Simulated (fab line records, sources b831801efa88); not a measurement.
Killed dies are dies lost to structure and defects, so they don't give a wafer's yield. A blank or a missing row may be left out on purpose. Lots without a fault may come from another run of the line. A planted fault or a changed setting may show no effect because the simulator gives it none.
fab line records | flow sky130 | part 2 of 2: steps 27 to 36 of 36
record lots=5 wafers=15 last_day=49
route steps=708 shown METAL1@448 VIA1@458 METAL2@483
lots that met no fault: from a run of the same line without faults
start_h: hours from the record's first day to the start of the lot's first wafer shown | wait_h: hours since the lot's step before | " the same as in the row above | L1.1+2: a row that stands for several wafers | - no value, or no start given | * or withheld: withheld | < > ~ a bound
route shown NAME@n: a module of which the file shows steps, and the number in the route of the first | usual: mean/standard deviation of fault-free wafers | same: alike in all rows | chamber/n: place in a boat | sites: the reading at each site | _std_site: their standard deviation | _edge_site: outer sites' mean less inner sites' | radius_mm: how far each site lies from the wafer's centre | mask NAME#n: copy n | behind: the tool/chamber that last shaped the wafer | hold: why the lot was held/for how many hours/how that ended | device: the transistor (n, p or np) that didn't switch | end of line: the same wafers' tests at the end of the route | a step without rows: its recipe alone | killed: dies lost to structure and defects at the first sort, not the wafer's yield | map: a wafer's dies, x killed, . not, _ none there
set.NAME: the setting as run; set.NAME@STEP: as run at that earlier step | model.NAME: the simulator's own value behind a step, which no gauge read
lots at some steps of the route; a table a step, a row a wafer
services: from which hour (start_h, from the record's first day; less than 0 if before it) a tool's chamber was out of use, for how many hours, and why
## steps
# step SKY_VIA1_STRIP_16
# recipe chemistry=O2/N2 power_w=1400 pressure_mtorr=1500 platen_temp_c=withheld o2_flow_sccm=3000 n2_flow_sccm=300 overash_fraction=0.5
# usual drypump_motor_current_A=5.4/0.41 oes_product_au=0.416/0.0048 strip_time_to_endpoint_s=4.459/0.021
# columns lot.wafer tool chamber start_h wait_h drypump_motor_current_A oes_product_au rf_hours_counter_h strip_time_to_endpoint_s
L074.1 plasma_asher-01 1 799.62 0.0 5.0 0.416 38 4.436
L074.2 " 0 " " 5.1 0.407 38 4.434
L074.4 " 1 " " 5.0 0.423 - 4.485
L076.2 plasma_asher-03 0 809.70 0.0 6.1 0.417 6 4.445
L076.5 " 1 " " 5.3 0.412 - 4.431
L076.6 " 0 " " 6.1 0.415 - 4.442
L077.1 plasma_asher-03 1 810.72 0.0 5.4 0.414 6 4.453
L077.5 " 0 " " 6.1 0.409 - 4.426
L077.6 " 1 " " 5.3 0.412 - 4.475
L090.1 plasma_asher-01 1 913.01 0.0 5.0 0.414 50 4.452
L090.4 " 0 " " 5.1 0.409 - 4.435
L090.5 " 0 " " 5.1 0.421 - 4.427
L094.3 plasma_asher-03 0 934.55 0.1 6.1 0.418 - 4.442
L094.5 " 1 " " 5.3 0.424 - 4.428
L094.6 " 0 " " 6.1 0.412 - 4.437
# step SKY_VIA1_STRIP_17
# recipe chemistry=post_etch_residue_remover time_s=1200 temp_c=72.5
# usual bath_heat_duty_pct=14.1/1.7 temp_c=72.51/0.12
# columns lot.wafer tool chamber start_h wait_h bath_heat_duty_pct temp_c
L074.1 wet_bench-04 1 799.75 0.1 12.4 72.47
L074.2 " 1 " " 12.9 72.56
L074.4 " 1 " " 12.6 72.59
L076.2 wet_bench-04 1 809.80 0.1 12.2 72.84
L076.5 " 1 " " 10.7 72.67
L076.6 " 1 " " 11.1 72.70
L077.1 wet_bench-01 3 810.82 0.1 14.9 72.38
L077.5 " 3 " " 14.0 72.36
L077.6 " 3 " " 15.1 72.48
L090.1 wet_bench-01 3 913.11 0.1 14.0 72.37
L090.4 " 3 " " 14.4 72.52
L090.5 " 3 " " 13.2 72.46
L094.3 wet_bench-04 3 934.61 0.0 15.7 72.57
L094.5 " 3 " " 14.9 72.51
L094.6 " 3 " " 15.6 72.58
# step SKY_VIA1_CLEAN_18
# recipe chemistry=IPA time_s=180 temp_c=25
# usual bath_heat_duty_pct=6.0/0.75 temp_c=25.01/0.11
# columns lot.wafer tool chamber start_h wait_h bath_heat_duty_pct temp_c
L074.1 wet_bench-01 1 800.09 0.0 5.2 24.93
L074.2 " 1 " " 5.1 25.05
L074.4 " 1 " " 4.9 24.84
L076.2 wet_bench-02 1 810.14 0.0 6.2 24.93
L076.5 " 1 " " 6.0 24.93
L076.6 " 1 " " 6.2 24.88
L077.1 wet_bench-02 3 811.19 0.0 6.0 25.07
L077.5 " 3 " " 5.1 25.14
L077.6 " 3 " " 6.0 25.12
L090.1 wet_bench-04 2 913.45 0.0 6.5 24.97
L090.4 " 2 " " 6.4 25.02
L090.5 " 2 " " 7.1 25.06
L094.3 wet_bench-01 1 934.98 0.0 5.8 25.01
L094.5 " 1 " " 5.3 25.04
L094.6 " 1 " " 5.7 25.01
# step SKY_VIA1_CLEAN_19
# recipe chemistry=O3/DIW dry=n2_spin
# columns lot.wafer tool chamber start_h wait_h
L074.1+2+4 wet_bench-04 3 800.15 0.0
L076.2+5+6 wet_bench-04 0 810.21 0.0
L077.1+5+6 wet_bench-04 3 811.26 0.0
L090.1+4+5 wet_bench-02 2 913.52 0.0
L094.3+5+6 wet_bench-02 2 935.04 0.0
# step SKY_VIA1_SPUTTER_20
# recipe material=TiN target_thk_nm=20 chamber_pressure_pa=5 power_w=4000 time_s=80
# usual throttle_valve_pct=29.7/0.93
# columns lot.wafer tool chamber start_h wait_h throttle_valve_pct
L074.1 pvd_sputter-04 - 800.24 0.0 29.6
L074.2 " - " " 30.3
L074.4 " - " " 31.0
L076.2 pvd_sputter-03 - 810.30 0.0 28.4
L076.5 " - " " 28.6
L076.6 " - " " 30.1
L077.1 pvd_sputter-04 - 811.35 0.0 28.4
L077.5 " - " " 31.5
L077.6 " - " " 28.8
L090.1 pvd_sputter-03 - 913.62 0.0 30.5
L090.4 " - " " 29.7
L090.5 " - " " 30.2
L094.3 pvd_sputter-02 - 935.24 0.0 29.9
L094.5 " - " " 28.4
L094.6 " - " " 30.4
# step SKY_VIA1_CVD_21
# recipe material=W target_thk_nm=270 time_s=80.902 temp_c=400 pressure_torr=40
# usual heater_power_w=974/81
# columns lot.wafer tool chamber start_h wait_h heater_power_w
L074.1 cvd_w-02 0 800.30 0.0 907
L074.2 " 1 " " 980
L074.4 " 1 " " 993
L076.2 cvd_w-01 0 810.36 0.0 880
L076.5 " 0 " " 882
L076.6 " 1 " " 1108
L077.1 cvd_w-02 0 811.41 0.0 908
L077.5 " 0 " " 924
L077.6 " 1 " " 1002
L090.1 cvd_w-02 1 913.68 0.0 1003
L090.4 " 1 " " 989
L090.5 " 1 " " 998
L094.3 cvd_w-02 0 935.33 0.1 911
L094.5 " 0 " " 930
L094.6 " 1 " " 1007
# step SKY_VIA1_RS_MEAS_22
# recipe thk_meas_gauge=four-point-probe reads=W_of_VIA1_CVD_21+TiN_of_VIA1_SPUTTER_20
# usual VIA1_W_RS=0.427/0.0039
# columns lot.wafer tool chamber start_h wait_h VIA1_W_RS[ohm/sq]
L074.1 film_metro-03 - 800.40 0.1 0.426
L074.2 " - " " 0.429
L074.4 " - " " 0.424
L076.2 film_metro-02 - 810.47 0.1 0.427
L076.5 " - " " 0.427
L076.6 " - " " 0.424
L077.1 film_metro-02 - 811.50 0.1 0.431
L077.5 " - " " 0.432
L077.6 " - " " 0.431
L090.1 film_metro-02 - 913.77 0.1 0.427
L090.4 " - " " 0.423
L090.5 " - " " 0.426
L094.3 film_metro-02 - 935.44 0.1 0.424
L094.5 " - " " 0.422
L094.6 " - " " 0.429
# step SKY_VIA1_THK_MEAS_23
# recipe thk_meas_gauge=xrf reads=W_of_VIA1_CVD_21
# usual VIA1_W_THK=275/4.2
# columns lot.wafer tool chamber start_h wait_h VIA1_W_THK[nm]
L074.1 film_metro-03 - 800.52 0.1 270
L074.2 " - " " 271
L074.4 " - " " 273
L076.2 film_metro-02 - 810.58 0.1 277
L076.5 " - " " 277
L076.6 " - " " 280
L077.1 film_metro-02 - 811.62 0.1 275
L077.5 " - " " 274
L077.6 " - " " 275
L090.1 film_metro-02 - 913.89 0.1 279
L090.4 " - " " 281
L090.5 " - " " 279
L094.3 film_metro-02 - 935.54 0.1 279
L094.5 " - " " 280
L094.6 " - " " 277
# step SKY_VIA1_CMP_24
# recipe stop_on=SiO2 t_overpolish_s=15 down_force_psi=3.5 platen_rpm=60 target_thk_nm=0 pad_velocity_m_s=0.94248
# usual motor_current_A=10.3/0.62 overpolish_run_s=15.001/0.0095 time_to_endpoint_s=65.3/2.3
# columns lot.wafer tool chamber start_h wait_h motor_current_A overpolish_run_s time_to_endpoint_s
L074.1 cmp-01 0 800.58 0.1 10.2 14.993 63.2
L074.4 " 1 " " 9.4 15.009 66.1
L074.2 " 3 " " 10.7 14.998 63.2
L076.2 cmp-01 0 810.78 0.2 11.4 14.996 64.5
L076.6 " 1 " " 9.9 14.990 64.6
L076.5 " 2 " " 9.7 14.992 62.3
L077.1 cmp-02 2 811.73 0.1 11.0 15.012 64.0
L077.6 " 1 " " 10.3 15.013 61.8
L077.5 " 2 " " 10.2 15.000 63.8
L090.4 cmp-02 0 914.05 0.1 9.4 15.019 66.6
L090.1 " 1 " " 10.0 14.998 63.3
L090.5 " 3 " " 10.3 14.997 64.5
L094.3 cmp-01 0 935.68 0.1 11.3 14.987 65.5
L094.5 " 2 " " 10.0 15.002 64.9
L094.6 " 3 " " 11.5 14.990 66.1
# step SKY_METAL2_SPUTTER_00
# recipe material=Ti target_thk_nm=15 power_w=3000 time_s=10 chamber_pressure_pa=0.4
# usual throttle_valve_pct=30.1/0.89
# columns lot.wafer tool chamber start_h wait_h throttle_valve_pct
L074.1 pvd_sputter-02 - 800.88 0.2 29.9
L074.2 " - " " 30.1
L074.4 " - " " 29.6
L076.2 pvd_sputter-02 - 810.93 0.1 28.6
L076.5 " - " " 29.4
L076.6 " - " " 29.9
L077.1 pvd_sputter-01 - 811.98 0.2 31.0
L077.5 " - " " 30.3
L077.6 " - " " 31.3
L090.1 pvd_sputter-01 - 914.25 0.1 29.8
L090.4 " - " " 31.0
L090.5 " - " " 31.4
L094.3 pvd_sputter-01 - 935.88 0.1 31.8
L094.5 " - " " 29.9
L094.6 " - " " 31.5
## services
# columns tool chamber start_h hours kind
cvd_w-02 0 758.07 6.3 repair
rie_diel-04 - 760.11 58.9 repair
pvd_sputter-02 - 766.11 1.9 repair
krf_scanner-02 - 769.04 0.8 pm
hdpcvd-01 - 771.88 0.8 pm
plasma_asher-03 - 798.01 4.9 repair
plasma_asher-01 - 800.89 0.4 repair
rie_diel-04 1 812.84 7.1 repair
krf_scanner-02 - 815.36 4.0 pm
krf_scanner-02 - 825.95 33.8 repair
krf_scanner-02 - 834.82 2.3 repair
cmp-01 - 836.08 3.1 repair
pvd_sputter-02 - 837.47 10.3 repair
rie_diel-03 0 840.05 70.6 repair
krf_scanner-02 - 852.74 4.1 repair
cvd_w-02 0 868.19 8.1 repair
cmp-02 - 870.01 1.8 repair
plasma_asher-03 - 871.62 6.3 repair
plasma_asher-03 - 877.91 10.0 pm
pvd_sputter-02 - 880.16 4.3 repair
rie_metal-03 - 887.81 0.2 repair
rie_diel-03 1 908.97 5.3 repair
cmp-01 - 915.50 4.0 pm
cmp-01 - 930.78 3.3 repair
